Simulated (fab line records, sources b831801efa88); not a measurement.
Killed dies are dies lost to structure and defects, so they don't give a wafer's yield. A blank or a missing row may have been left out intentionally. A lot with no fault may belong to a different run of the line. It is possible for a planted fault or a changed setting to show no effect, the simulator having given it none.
Code-filled problem report in 8D (eight disciplines) form	flow sky130	the parts of the form that need people (team, actions taken, sign-off) are left out

1. THE ISSUE
spin_speed_rpm at SKY_VT_ADJUST_HVTR_COAT_02 reads a mean of 3150.3 rpm on 6 wafers of 2 lots; wafers without a fault read 2999.7 rpm with a standard deviation of 2.1. That puts it +72 standard deviations away from the usual mean.
The step: resist thk 1140 nm.
Earliest sighting: wafer L706.2 on litho_track-04 at day 11 08:31. The record holds 33 wafers of 11 lots with a number at this step. By rule, "out" or "out of limits" means more than 4 standard deviations away from the usual mean. The other wafers with a number count as sound.

2. WHAT THIS IS AND IS NOT
question	is	is not
which readings at this step	spin_speed_rpm	exhaust_pa, resist_line_temp_C
which lots	L705, L706	L698, L700, L703, L707, L714, L716, L717, L719, L720
which wafers of those lots	all that have a number	-
read on which tools	litho_track-04	litho_track-02, litho_track-03
when	from day 11 08:31	up to then (9 sound wafers); but 18 sound wafers of L707, L714, L716, L717, L719, L720 came after

3. SUSPECTS, AND WHAT RULES EACH OUT
Counting: a tool stays on the suspect list if, at a process step up to the reading, it processed all lots that are out and no sound lot following the first of them.
- litho_track-04 at SKY_VT_ADJUST_HVTR_COAT_02 (resist thk 1140 nm): ruled out as a lasting fault. Following L706 (day 11 08:31), the first lot on it that is out, the sound lots L720 were run on it.
Left after counting: nothing in the record.

4. THE CAUSE (what the simulator had put in)
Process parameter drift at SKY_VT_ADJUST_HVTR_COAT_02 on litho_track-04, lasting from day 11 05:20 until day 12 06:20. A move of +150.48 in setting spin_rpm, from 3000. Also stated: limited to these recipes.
Counting ruled it out, wrongly.

5. THE EFFECT CHAIN, in route order
Each row: a reading whose mean over the struck wafers that have a number lies more than 3 standard deviations from the usual. Readings are gone through only where the record gives a usual standard deviation; hours: the median, over the lots, of the time from a lot's start at the first step in this table giving one to that lot's start at this step; sigmas: the change measured in usual standard deviations.
hours	step	reading	usual	on struck wafers	change	sigmas
0	SKY_VT_ADJUST_HVTR_COAT_02	spin_speed_rpm	2999.7 rpm	3150.3	+150.6	+72
12	SKY_VT_ADJUST_HVTR_STRIP_10	strip_time_to_endpoint_s	14.19 s	13.84	-0.35	-9.3
Its process steps:
- SKY_VT_ADJUST_HVTR_COAT_02: resist thk 1140 nm.
- SKY_VT_ADJUST_HVTR_STRIP_10: strips in O2/N2.

6. WHAT WOULD HAVE CAUGHT IT SOONER
The fault began at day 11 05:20; the first out-of-limits reading in this record came at day 11 08:31, 3 hours later.
